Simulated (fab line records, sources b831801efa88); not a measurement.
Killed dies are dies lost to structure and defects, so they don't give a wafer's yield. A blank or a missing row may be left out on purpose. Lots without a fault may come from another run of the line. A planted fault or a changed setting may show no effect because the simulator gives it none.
Which tool did it? | flow sky130 | 10 lots, 30 wafers sampled, at 6 steps of a route of 708

WHAT THE GAUGES READ, wafer by wafer
SKY_CONTACT_BOW_MEAS_05. Usual: CONTACT_BOW 81 um, standard deviation 6.
lot  | measured     | on            | CONTACT_BOW (um) | flag
L976 | day 29 20:41 | film_metro-02 | 70 83 80         |
L979 | day 32 14:33 | film_metro-01 | 86 79 78         |
L982 | day 32 17:38 | film_metro-01 | 78 85 86         |
L986 | day 33 13:16 | film_metro-02 | 104 87 74        |
L987 | day 33 23:01 | film_metro-02 | 81 87 85         |
L988 | day 34 05:22 | film_metro-01 | 79 86 84         |
L992 | day 35 22:48 | film_metro-02 | 82 78 81         |
L993 | day 36 13:10 | film_metro-02 | 76 86 86         |
L996 | day 36 20:50 | film_metro-04 | 88 75 86         |
L995 | day 36 21:29 | film_metro-04 | 79 74 80         |

SKY_VIA2_RS_MEAS_22: measures by four-point-probe. Usual: VIA2_W_RS 0.273 ohm/sq, standard deviation 0.0044.
lot  | measured     | on            | VIA2_W_RS (ohm/sq) | flag
L976 | day 35 20:44 | film_metro-01 | 0.271 0.273 0.272  |
L979 | day 38 11:07 | film_metro-04 | 0.274 0.273 0.268  |
L982 | day 38 13:52 | film_metro-01 | 0.272 0.272 0.272  |
L986 | day 39 07:02 | film_metro-02 | 0.273 0.187 0.187  | OFF
L987 | day 39 15:32 | film_metro-04 | 0.188 0.270 0.188  | OFF
L988 | day 39 22:25 | film_metro-02 | 0.281 0.277 0.276  |
L992 | day 41 13:39 | film_metro-04 | 0.273 0.274 0.275  |
L993 | day 42 01:59 | film_metro-04 | 0.277 0.278 0.275  |
L996 | day 42 08:13 | film_metro-01 | 0.275 0.272 0.277  |
L995 | day 42 10:52 | film_metro-04 | 0.276 0.276 0.272  |

SKY_VIA2_THK_MEAS_23: measures by xrf. Usual: VIA2_W_THK 412 nm, standard deviation 7.4.
lot  | measured     | on            | VIA2_W_THK (nm) | flag
L976 | day 35 20:51 | film_metro-01 | 418 413 415     |
L979 | day 38 11:14 | film_metro-04 | 414 415 425     |
L982 | day 38 13:59 | film_metro-01 | 413 411 411     |
L986 | day 39 07:10 | film_metro-02 | 408 - -         |
L987 | day 39 15:38 | film_metro-04 | - 416 -         |
L988 | day 39 22:31 | film_metro-02 | 398 403 403     |
L992 | day 41 13:46 | film_metro-04 | 411 411 410     |
L993 | day 42 02:06 | film_metro-04 | 406 408 412     |
L996 | day 42 08:20 | film_metro-01 | 411 413 407     |
L995 | day 42 10:59 | film_metro-04 | 411 413 416     |

WHICH TOOL RAN EACH LOT (tool, then ch and the chambers of the sampled wafers, then the start)
lot  | SKY_LDD_HVP_STRIP_09                 | SKY_METAL2_SPUTTER_03        | SKY_VIA2_CVD_21
L976 | plasma_asher-02 ch 0,1, day 21 01:13 | pvd_sputter-04, day 33 12:15 | cvd_w-02 ch 0,1, day 35 20:36
L979 | plasma_asher-03 ch 0,1, day 24 00:19 | pvd_sputter-04, day 36 03:55 | cvd_w-01 ch 0,1, day 38 10:58
L982 | plasma_asher-01 ch 0, day 24 04:22   | pvd_sputter-02, day 36 06:40 | cvd_w-01 ch 0,1, day 38 13:43
L986 | plasma_asher-03 ch 0,1, day 25 01:22 | pvd_sputter-04, day 37 00:43 | cvd_w-02 ch 0,1, day 39 06:55
L987 | plasma_asher-02 ch 0,1, day 25 12:25 | pvd_sputter-01, day 37 10:02 | cvd_w-02 ch 0,1, day 39 15:23
L988 | plasma_asher-01 ch 0,1, day 25 16:26 | pvd_sputter-01, day 37 16:59 | cvd_w-01 ch 0,1, day 39 22:17
L992 | plasma_asher-01 ch 0,1, day 27 16:50 | pvd_sputter-04, day 39 09:52 | cvd_w-01 ch 0,1, day 41 13:31
L993 | plasma_asher-02 ch 0,1, day 28 09:56 | pvd_sputter-02, day 39 23:10 | cvd_w-01 ch 0,1, day 42 01:50
L996 | plasma_asher-01 ch 1, day 28 15:50   | pvd_sputter-01, day 40 05:20 | cvd_w-01 ch 0,1, day 42 08:05
L995 | plasma_asher-02 ch 1, day 28 17:17   | pvd_sputter-02, day 40 06:40 | cvd_w-01 ch 0,1, day 42 10:44
- SKY_LDD_HVP_STRIP_09: strips in O2/N2.
- SKY_METAL2_SPUTTER_03: material Ti, target thk 5 nm, time 3.3 s.
- SKY_VIA2_CVD_21: deposits W, target thk 420 nm, time 126.4 s.

WHAT THE TOOLS THEMSELVES READ (means of the sampled wafers that have a number; where no wafer has one, the mark that the record gives instead)
SKY_LDD_HVP_STRIP_09. Usual: chamber_pressure_mTorr 1500.0 mTorr, standard deviation 1.2; drypump_motor_current_A 5.6 A, standard deviation 0.45; n2_flow_sccm 300.0 sccm, standard deviation 0.88; oes_product_au 0.408 a.u., standard deviation 0.0046; strip_time_to_endpoint_s 4.135 s, standard deviation 0.015.
lot  | tool            | chamber_pressure_mTorr (mTorr) | drypump_motor_current_A (A) | n2_flow_sccm (sccm) | oes_product_au (a.u.) | strip_time_to_endpoint_s (s) | flag
L976 | plasma_asher-02 | 1498.3                         | 5.6                         | 300.4               | 0.405                 | 4.117                        |
L979 | plasma_asher-03 | 1500.9                         | 5.7                         | 300.2               | 0.410                 | 4.129                        |
L982 | plasma_asher-01 | 1499.9                         | 4.9                         | 300.4               | 0.407                 | 4.127                        |
L986 | plasma_asher-03 | 1501.0                         | 5.7                         | 300.2               | 0.411                 | 4.140                        |
L987 | plasma_asher-02 | 1499.6                         | 5.3                         | 301.4               | 0.410                 | 4.119                        |
L988 | plasma_asher-01 | 1500.6                         | 5.4                         | 300.2               | 0.409                 | 4.132                        |
L992 | plasma_asher-01 | 1500.9                         | 5.9                         | 299.6               | 0.408                 | 4.132                        |
L993 | plasma_asher-02 | 1500.0                         | 5.6                         | 300.3               | 0.411                 | 4.137                        |
L996 | plasma_asher-01 | 1499.0                         | 6.4                         | 298.2               | 0.412                 | 4.130                        |
L995 | plasma_asher-02 | 1500.5                         | 5.8                         | 300.3               | 0.408                 | 4.135                        |

SKY_METAL2_SPUTTER_03. Usual: chamber_pressure_pa 0.4000 Pa, standard deviation 0.00076; throttle_valve_pct 30.1 %, standard deviation 0.95.
lot  | tool           | chamber_pressure_pa (Pa) | throttle_valve_pct (%) | flag
L976 | pvd_sputter-04 | 0.3992                   | 30.6                   |
L979 | pvd_sputter-04 | 0.3998                   | 30.7                   |
L982 | pvd_sputter-02 | 0.3994                   | 29.6                   |
L986 | pvd_sputter-04 | 0.3994                   | 30.6                   |
L987 | pvd_sputter-01 | 0.4003                   | 29.4                   |
L988 | pvd_sputter-01 | 0.4000                   | 30.0                   |
L992 | pvd_sputter-04 | 0.3996                   | 30.9                   |
L993 | pvd_sputter-02 | 0.4003                   | 30.2                   |
L996 | pvd_sputter-01 | 0.4002                   | 29.1                   |
L995 | pvd_sputter-02 | 0.4006                   | 29.6                   |

SKY_VIA2_CVD_21. Usual: heater_power_w 844 W, standard deviation 92.
lot  | tool     | heater_power_w (W) | flag
L976 | cvd_w-02 | 877                |
L979 | cvd_w-01 | 824                |
L982 | cvd_w-01 | 821                |
L986 | cvd_w-02 | 811                |
L987 | cvd_w-02 | 821                |
L988 | cvd_w-01 | 850                |
L992 | cvd_w-01 | 786                |
L993 | cvd_w-01 | 788                |
L996 | cvd_w-01 | 792                |
L995 | cvd_w-01 | 793                |

THE ANSWER, worked out from the rows above alone
Rule: a lot is off if the mean of its wafers that have a number lies more than 3 standard deviations from the usual mean. A lot without any number at a reading at which 4 lots or more have one is off too. The other lots that the step has rows for count as sound. The gauges are gone through in route order, then the tools' own readings, and for those a lot's mean is taken as printed above. The first step at which some lot is off is used, and at that step the reading that is off furthest; a lot without a number counts as furthest.
Off: L986, L987, at SKY_VIA2_RS_MEAS_22 (VIA2_W_RS).
A tool fits if, at a process step before that reading, it ran every lot that is off, and no sound lot after the first of them. The gauges at SKY_VIA2_RS_MEAS_22 are tried like those tools. One fits: cvd_w-02 at SKY_VIA2_CVD_21. Its last sound lot is L976 (day 35 20:36), its first lot that is off L986 (day 39 06:55): a fault that began between those two fits.

WHAT THE SIMULATOR HAD PUT IN
Process parameter drift: cvd_w-02, from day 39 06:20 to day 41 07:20, at SKY_VIA2_CVD_21. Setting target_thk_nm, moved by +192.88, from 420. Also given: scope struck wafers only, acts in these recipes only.
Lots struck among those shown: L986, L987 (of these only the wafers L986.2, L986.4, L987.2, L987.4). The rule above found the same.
